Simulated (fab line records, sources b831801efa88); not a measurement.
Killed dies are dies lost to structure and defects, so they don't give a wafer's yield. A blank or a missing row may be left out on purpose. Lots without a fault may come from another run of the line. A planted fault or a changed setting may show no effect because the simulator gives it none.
Which tool did it? | flow sky130 | 7 lots, 21 wafers sampled, at 2 steps of a route of 708

WHAT THE GAUGES READ, wafer by wafer
SKY_LDD_N_OVL_MEAS_07.
lot  | measured     | on         | LDD_N_OVL (nm)
L874 | day 18 01:43 | overlay-01 | 0.2 1.4 -0.2
L876 | day 18 18:49 | overlay-02 | 1.6 0.4 -0.7
L881 | day 21 12:10 | overlay-01 | -1.5 -0.8 -0.7
L883 | day 22 05:13 | overlay-01 | 2.9 1.4 1.3
L889 | day 23 09:04 | overlay-01 | 2.0 2.7 1.8
L891 | day 24 06:40 | overlay-01 | - - -
L895 | day 25 17:37 | overlay-01 | 1.9 2.2 0.0

WHICH TOOL RAN EACH LOT (tool, then ch and the chambers of the sampled wafers, then the start)
lot  | SKY_LDD_N_COAT_02
L874 | litho_track-01 ch 0, day 17 11:46
L876 | litho_track-01 ch 0, day 18 03:55
L881 | litho_track-04 ch 0, day 20 21:21
L883 | litho_track-01 ch 0, day 21 13:25
L889 | litho_track-03 ch 0, day 22 18:31
L891 | litho_track-03, day 23 14:59
L895 | litho_track-04 ch 0, day 25 01:44
- SKY_LDD_N_COAT_02: resist thk 300 nm.

THE ANSWER, worked out from the rows above alone
Rule: what is usual is taken from the lots themselves. Put in order of their means at a reading, lots are off if they are a third of the lots or fewer, leave a main group of 4 or more, and stand apart from it by a gap of 3 or more times the standard deviation of the main group's means; of several such gaps the widest counts. A main group whose means are all the same, to the digits that the tables above print for the reading, isn't used. A lot without any number at a reading at which 4 lots or more have one is off too. The other lots that the step has rows for count as sound.
Off: L891, at SKY_LDD_N_OVL_MEAS_07 (LDD_N_OVL). Without a number there: L891. The main group: mean 0.9 nm, standard deviation 1.1.
A tool fits if, at a process step before that reading, it ran every lot that is off, and no sound lot after the first of them. The gauges at SKY_LDD_N_OVL_MEAS_07 are tried like those tools. One fits: litho_track-03 at SKY_LDD_N_COAT_02. Its last sound lot is L889 (day 22 18:31), its first lot that is off L891 (day 23 14:59): a fault that began between those two fits.

WHAT THE SIMULATOR HAD PUT IN
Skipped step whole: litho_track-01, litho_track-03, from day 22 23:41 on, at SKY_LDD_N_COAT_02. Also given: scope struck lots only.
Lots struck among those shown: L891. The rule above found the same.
